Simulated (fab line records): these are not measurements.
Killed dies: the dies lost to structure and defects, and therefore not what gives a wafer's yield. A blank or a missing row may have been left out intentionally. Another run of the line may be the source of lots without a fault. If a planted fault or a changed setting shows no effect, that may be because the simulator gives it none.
Split-lot experiment    flow gf180mcu    27 wafers read from 5 lots, route of 602 steps

== SPLIT DETAILS ==
At GF_MIM_SPUTTER_00 (material Ti, target thk 37.5 nm, time 150 s), the setting time_s was moved away from the recipe's 150 s on 9 of the 27 wafers read, by -59.4% to -18.1%. All remaining wafers had this setting at the recipe value.

Reading taken at the split's own step.

== THE READING ==
Ti_of_MIM_SPUTTER_00.thk_nm (the simulator's own value, which no gauge read), in nm, at GF_MIM_SPUTTER_00 (material Ti, target thk 37.5 nm, time 150 s). The file does not state a usual value for it. The 18 wafers here that ran the recipe average 37.65 nm, standard deviation 0.36 nm.

wafer   tool, chamber at the split  time_s as run, s  against the recipe  Ti_of_MIM_SPUTTER_00.thk_nm, nm  against lot-mates on the recipe
L077.1  pvd_sputter-02, -           150               recipe              37.48                            -
L077.2  pvd_sputter-02, -           150               recipe              37.56                            -
L077.3  pvd_sputter-02, -           150               recipe              37.4                             -
L077.4  pvd_sputter-02, -           150               recipe              37.37                            -
L077.5  pvd_sputter-02, -           150               recipe              37.58                            -
L077.6  pvd_sputter-02, -           150               recipe              37.44                            -
L076.1  pvd_sputter-03, -           150               recipe              37.74                            -
L076.2  pvd_sputter-03, -           122.8             -18.1%              30.46                            -7.04
L076.3  pvd_sputter-03, -           150               recipe              37.49                            -
L076.4  pvd_sputter-03, -           122.8             -18.1%              31.48                            -6.02
L076.5  pvd_sputter-03, -           122.8             -18.1%              31.12                            -6.38
L076.6  pvd_sputter-03, -           150               recipe              37.28                            -
L081.1  pvd_sputter-01, -           150               recipe              38.07                            -
L081.2  pvd_sputter-01, -           60.94             -59.4%              16.21                            -21.83
L081.3  pvd_sputter-01, -           150               recipe              38.1                             -
L081.4  pvd_sputter-01, -           60.94             -59.4%              16.12                            -21.92
L081.5  pvd_sputter-01, -           60.94             -59.4%              16.31                            -21.73
L081.6  pvd_sputter-01, -           150               recipe              37.95                            -
L080.1  pvd_sputter-01, -           150               recipe              37.86                            -
L080.3  pvd_sputter-01, -           150               recipe              38.01                            -
L080.4  pvd_sputter-01, -           150               recipe              38.33                            -
L084.1  pvd_sputter-03, -           150               recipe              36.94                            -
L084.2  pvd_sputter-03, -           68.77             -54.2%              17.4                             -19.92
L084.3  pvd_sputter-03, -           68.77             -54.2%              17.37                            -19.95
L084.4  pvd_sputter-03, -           150               recipe              37.17                            -
L084.5  pvd_sputter-03, -           150               recipe              37.85                            -
L084.6  pvd_sputter-03, -           68.77             -54.2%              17.54                            -19.78

FIT RESULTS
A straight line over all 27 wafers: Ti_of_MIM_SPUTTER_00.thk_nm changes by +0.366 nm for each +1% of time_s; r = +1.00; the points scatter about the line by 0.38 nm.
The same after taking each lot's own level away (the mean of its wafers on the recipe; 27 wafers): +0.367 nm for each +1%; r = +1.00; scatter 0.23 nm.
On that fit, the largest move of time_s shifts the reading by 22 nm.
Across the lots, their own levels run from 37.320 to 38.067 nm, a range of 2.1 times the standard deviation given above.
So the lot-to-lot level changes the slope little: the two slopes agree.
Check: for one of the wafers moved furthest among these (-59.4%), held out of the fit, the line's prediction against its lot-mates is -21.8 nm. It came out at -21.8 nm against them.

== OTHER SPLITS APPLIED TO THESE WAFERS ==
Other splits were also applied to these wafers ahead of the reading. Each is held against what the fit with the lots' levels taken away leaves over:
other split on the same wafers       wafers away from the commonest value  r with Ti_of_MIM_SPUTTER_00.thk_nm (lot level and that fit taken away)
GF_DUAL_GATE_OXIDATION_02 ox_time_s  21                                    -0.12
GF_POLY_GATE_ETCH_13 time_s          9                                     +0.17
GF_SAB_DEVELOP_08 develop_time_s     6                                     +0.00
GF_V1_SPUTTER_22 time_s              9                                     -0.17
GF_M3_METAL_ETCH_16 time_s           9                                     -0.05
GF_M4_SPUTTER_04 time_s              12                                    -0.37

== FILE'S OWN FIT ==
Ti_of_MIM_SPUTTER_00.thk_nm changes by +0.367 nm for each +1% of time_s, r = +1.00.
